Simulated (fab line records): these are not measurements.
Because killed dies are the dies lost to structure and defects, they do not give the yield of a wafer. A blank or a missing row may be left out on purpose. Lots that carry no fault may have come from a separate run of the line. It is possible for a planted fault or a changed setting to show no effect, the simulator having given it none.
One fault seen from 2 desks || flow sky130 || only its own numbers are on each desk; what lay behind them is given at the end

THE TOOL OWNER'S DESK: pvdSputter-02
The tool's own readings at SKY_METAL5_SPUTTER_00 (material Ti, target thk 15 nm, time 10 s): means of the sampled wafers that have a number, for each lot that ran on this tool. A lot is out of limits, marked OUT, if its mean lies more than 4 standard deviations from the usual mean; the brackets give that distance.
Columns: A = cathodeDcPowerW at SKY_METAL5_SPUTTER_00, usual 2999.9 W; B = chamberPressurePa at SKY_METAL5_SPUTTER_00, usual 0.4000 Pa; C = throttleValvePct at SKY_METAL5_SPUTTER_00, usual 29.5 %
{"lot": "L499", "first seen here": "day 44 05:01", "A": 3000.4, "B": 0.4011, "C": 29.5}
{"lot": "L509", "first seen here": "day 46 21:25", "A": "2944.7 (-92) OUT", "B": 0.4011, "C": 29.7}
Finding of this desk: L509 out of limits; the first was L509 at day 46 21:25, on cathodeDcPowerW at SKY_METAL5_SPUTTER_00. Within limits: L499.

METROLOGY DESK
What the gauges read for every lot (on any tool): the sampled wafers with a number, averaged. A lot is out of limits, marked OUT, if its mean lies more than 4 standard deviations from the usual mean; the brackets give that distance.
Columns: A = VIA4_OVL at SKY_VIA4_OVL_MEAS_11, usual -0.4 nm; B = VIA4_W_RS at SKY_VIA4_RS_MEAS_19, usual 0.226 ohm/sq; C = VIA4_W_THK at SKY_VIA4_THK_MEAS_20, usual 514 nm
{"lot": "L499", "first seen here": "day 44 03:37", "A": 0.3, "B": 0.226, "C": 514}
{"lot": "L502", "first seen here": "day 45 02:27", "A": 0.5, "B": 0.227, "C": 519}
{"lot": "L509", "first seen here": "day 46 19:40", "A": -0.8, "B": 0.227, "C": 512}
{"lot": "L518", "first seen here": "day 49 03:01", "A": -1.8, "B": 0.224, "C": 520}
{"lot": "L520", "first seen here": "day 49 07:15", "A": 0.3, "B": 0.228, "C": 512}
This desk's verdict: no lot among the 5 shows anything out of limits.

BROUGHT TOGETHER
On L509, at day 46 21:25, an alarm was possible from the tool owner's desk.
At the metrology desk, nothing out of limits was observed.
The metrology desk holds a record of L509, inside its limits.
Of the lots named, all ran SKY_METAL5_SPUTTER_00 on pvdSputter-02.

WHAT THE SIMULATOR HAD INSERTED
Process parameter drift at SKY_METAL5_SPUTTER_00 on pvdSputter-02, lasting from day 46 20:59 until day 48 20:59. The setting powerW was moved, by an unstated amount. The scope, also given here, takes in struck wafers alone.
Struck lots among those shown: L509.
Each desk's first reading out of limits, in hours after the fault started: the tool owner's desk, 0.
